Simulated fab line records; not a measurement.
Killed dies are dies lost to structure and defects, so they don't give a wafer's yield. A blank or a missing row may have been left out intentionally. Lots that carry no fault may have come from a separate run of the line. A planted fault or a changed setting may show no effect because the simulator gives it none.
Struck lot and sound lot, side by side -- flow sky130 -- 43 steps out of a route of 708
Sound: wafers L413.1, L413.5, L413.6. Struck: wafer L407.4. (L407.1, L407.6 of the same lot were not struck and are left out.) The cause comes at the end.
For every step that has rows: the tool of each side, followed by ch and its chambers, followed by its first start. Under that, the readings that differ: sound wafers -- struck wafers -- difference of the means -- sigmas: that difference in standard deviations of wafers without a fault.
alike: readings with means less than 2 such deviations apart, plus words and numbers identical on both sides. not compared: withheld readings, readings lacking a value on some wafer, bounds such as >300 that could conceal the same value, and numbers that have no deviation in the record and whose values overlap.
Wherever a step has rows on one side only, a row that says differs or no value, or a row with sigmas, the two part there. When numbers do not overlap yet have no deviation, they are printed without sigmas and do not part them. A reading that every wafer of one side lacks parts them only if that side has two wafers or more.

SKY_VT_ADJUST_LVTN_STRIP_20: strips in O2/N2.
  sound on plasmaAsher-04 ch 0,1, day 12 20:23; struck on plasmaAsher-04 ch 0, day 10 14:23
  alike: drypumpMotorCurrentA, oesProductAu, stripTimeToEndpointS
  not compared: rfHoursCounterH
SKY_VT_ADJUST_LVTN_TW_MEAS_21:
  struck on filmMetro-01, day 10 14:29; sound on filmMetro-04, day 12 20:29
  alike: VT_ADJUST_LVTN_2_TW
then, 7 steps without rows for these wafers: SKY_VT_ADJUST_NCORE_DEHYDRATE_00 (time 60 s); SKY_VT_ADJUST_NCORE_HMDS_01 (prime time 60 s); SKY_VT_ADJUST_NCORE_COAT_02 (resist thk 1140 nm); SKY_VT_ADJUST_NCORE_SOFTBAKE_03 (time 60 s); SKY_VT_ADJUST_NCORE_EXPOSE_04 (exposes mask LVTN COMPLEMENT THIN, target cd 380 nm); SKY_VT_ADJUST_NCORE_PEB_05; SKY_VT_ADJUST_NCORE_DEVELOP_06 (develop time 60 s).
SKY_VT_ADJUST_NCORE_CD_MEAS_07: target cd 380 nm.
  struck on cdSem-01, day 11 13:46; sound on cdSem-02, day 13 21:01
  alike: cdNm
SKY_VT_ADJUST_NCORE_OVL_MEAS_08:
  struck on overlay-01, day 11 13:53; sound on overlay-02, day 13 21:08
  alike: VT_ADJUST_NCORE_OVL
after that, 1 step had no rows for these wafers: SKY_VT_ADJUST_NCORE_IMPLANT_09.
SKY_VT_ADJUST_NCORE_STRIP_10: strips in O2/N2.
  sound on plasmaAsher-01 ch 0,1, day 13 21:19; struck on plasmaAsher-01 ch 1, day 11 14:04
  alike: drypumpMotorCurrentA, oesProductAu, stripTimeToEndpointS
  not compared: rfHoursCounterH
SKY_VT_ADJUST_NCORE_TW_MEAS_11:
  struck on filmMetro-02, day 11 14:10; sound on filmMetro-03, day 13 21:25
reading,sound,struck,difference,sigmas
VT_ADJUST_NCORE_TW,215.9 214.9 214.2,221.3,+6.3,+3
then, 7 steps without rows for these wafers: SKY_VT_ADJUST_HVTR_DEHYDRATE_00 (time 60 s); SKY_VT_ADJUST_HVTR_HMDS_01 (prime time 60 s); SKY_VT_ADJUST_HVTR_COAT_02 (resist thk 1140 nm); SKY_VT_ADJUST_HVTR_SOFTBAKE_03 (time 60 s); SKY_VT_ADJUST_HVTR_EXPOSE_04 (exposes mask HVTRM, target cd 380 nm); SKY_VT_ADJUST_HVTR_PEB_05; SKY_VT_ADJUST_HVTR_DEVELOP_06 (develop time 60 s).
SKY_VT_ADJUST_HVTR_CD_MEAS_07: target cd 380 nm.
  struck on cdSem-02, day 12 14:12; sound on cdSem-02, day 14 23:36
  alike: cdNm
SKY_VT_ADJUST_HVTR_OVL_MEAS_08:
  struck on overlay-02, day 12 14:19; sound on overlay-01, day 14 23:43
  alike: VT_ADJUST_HVTR_OVL
after that, 1 step had no rows for these wafers: SKY_VT_ADJUST_HVTR_IMPLANT_09.
SKY_VT_ADJUST_HVTR_STRIP_10: strips in O2/N2.
  sound on plasmaAsher-01 ch 0,1, day 14 23:55; struck on plasmaAsher-02 ch 1, day 12 14:31
  alike: drypumpMotorCurrentA, oesProductAu, stripTimeToEndpointS
  not compared: rfHoursCounterH
SKY_VT_ADJUST_HVTR_TW_MEAS_11:
  struck on filmMetro-02, day 12 14:37; sound on filmMetro-03, day 15 00:01
  alike: VT_ADJUST_HVTR_TW
then, 7 steps without rows for these wafers: SKY_VT_ADJUST_PCH_DEHYDRATE_00 (time 60 s); SKY_VT_ADJUST_PCH_HMDS_01 (prime time 60 s); SKY_VT_ADJUST_PCH_COAT_02 (resist thk 3000 nm); SKY_VT_ADJUST_PCH_SOFTBAKE_03; SKY_VT_ADJUST_PCH_EXPOSE_04 (exposes mask NWM, target cd 840 nm); SKY_VT_ADJUST_PCH_PEB_05; SKY_VT_ADJUST_PCH_DEVELOP_06 (develop time 60 s).
SKY_VT_ADJUST_PCH_OVL_MEAS_07:
  struck on overlay-01, day 13 15:58; sound on overlay-02, day 16 03:22
  alike: VT_ADJUST_PCH_OVL
after that, 1 step had no rows for these wafers: SKY_VT_ADJUST_PCH_IMPLANT_08.
SKY_VT_ADJUST_PCH_STRIP_09: strips in O2/N2.
  sound on plasmaAsher-01 ch 0,1, day 16 03:33; struck on plasmaAsher-01 ch 0, day 13 16:09
  alike: drypumpMotorCurrentA, oesProductAu, stripTimeToEndpointS
  not compared: rfHoursCounterH
SKY_VT_ADJUST_PCH_TW_MEAS_10:
  struck on filmMetro-01, day 13 16:15; sound on filmMetro-04, day 16 03:39
  alike: VT_ADJUST_PCH_TW
then, 5 steps without rows for these wafers: SKY_SONOS_TUNNEL_DEHYDRATE_00 (time 60 s); SKY_SONOS_TUNNEL_HMDS_01 (prime time 60 s); SKY_SONOS_TUNNEL_COAT_02 (resist thk 1140 nm); SKY_SONOS_TUNNEL_SOFTBAKE_03 (time 60 s); SKY_SONOS_TUNNEL_EXPOSE_04 (exposes mask TUNM, target cd 410 nm).
-- the record jumps here: 35 days lie between the struck wafers' starts before and after (it left off in module SONOS_TUNNEL and takes up again in module PAD_OPEN, whose first step shown is number 708 of the route) --
SKY_PAD_OPEN_PROBE_99:
  the record has rows for the struck wafers here (prober-02, day 48 07:21) and none for the sound ones

WHERE THEY PART
At SKY_VT_ADJUST_NCORE_TW_MEAS_11 first; at SKY_PAD_OPEN_PROBE_99 last (within this record only).

WHY: what the simulator had put in
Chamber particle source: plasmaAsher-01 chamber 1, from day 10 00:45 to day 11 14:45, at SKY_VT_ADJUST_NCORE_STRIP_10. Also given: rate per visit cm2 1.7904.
